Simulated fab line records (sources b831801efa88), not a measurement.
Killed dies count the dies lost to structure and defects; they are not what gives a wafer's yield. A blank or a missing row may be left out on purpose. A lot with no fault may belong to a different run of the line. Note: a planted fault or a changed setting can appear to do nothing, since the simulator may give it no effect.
One fault through the eyes of 2 desks | flow sky130 | numbers are kept per desk, each desk with only its own; the story behind them comes last

THE TOOL OWNER'S DESK: pvd-sputter-01
The tool's own readings at SKY_METAL1_SPUTTER_00 (material Ti, target thk 15 nm, time 10 s): means of the sampled wafers that have a number, for each lot that ran on this tool. If a lot's mean is further than 4 standard deviations from the usual mean, the lot is out of limits and carries the mark OUT (the distance appears in the brackets).
Columns: A = chamber-pressure-pa at SKY_METAL1_SPUTTER_00, usual 0.3999 Pa; B = throttle-valve-pct at SKY_METAL1_SPUTTER_00, usual 29.5 %
lot  | first seen here | A                | B
L300 | day 34 20:24    | 0.3472 (-63) OUT | 32.0
L301 | day 34 22:29    | 0.3476 (-62) OUT | 31.4
L311 | day 38 23:02    | 0.3996           | 29.6
This desk's finding: out of limits on L300, L301; first on L300, day 34 20:24 (chamber-pressure-pa at SKY_METAL1_SPUTTER_00). In limits: L311.

AT THE METROLOGY DESK
Means of the sampled wafers that have a number, per lot and without regard to the tool the lot ran on: this is what the gauges read. If a lot's mean is further than 4 standard deviations from the usual mean, the lot is out of limits and carries the mark OUT (the distance appears in the brackets).
Columns: A = CONTACT_W_RS at SKY_CONTACT_RS_MEAS_25, usual 0.335 ohm/sq; B = CONTACT_W_THK at SKY_CONTACT_THK_MEAS_26, usual 334 nm
lot  | first seen here | A     | B
L295 | day 33 01:52    | 0.336 | 331
L300 | day 34 19:55    | 0.338 | 332
L301 | day 34 22:02    | 0.340 | 330
L307 | day 37 00:28    | 0.324 | 343
L311 | day 38 22:33    | 0.335 | 334
L315 | day 39 08:47    | 0.342 | 329
This desk's verdict: no lot among the 6 shows anything out of limits.

TAKEN TOGETHER
The tool owner's desk could have raised an alarm at day 34 20:24, on L300, L301.
From the metrology desk's view, nothing was out of limits.
The metrology desk has L300, L301 on record, within its limits.
Every lot named ran SKY_METAL1_SPUTTER_00 on pvd-sputter-01.

WHAT WAS PUT IN BY THE SIMULATOR
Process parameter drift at SKY_METAL1_SPUTTER_00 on pvd-sputter-01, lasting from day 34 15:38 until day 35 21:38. Setting chamber-pressure-pa shifted by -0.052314 from 0.4. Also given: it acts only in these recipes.
Lots struck among those shown: L300, L301.
Time in hours from fault onset to the first out-of-limits reading at each desk: the tool owner's desk, 5.
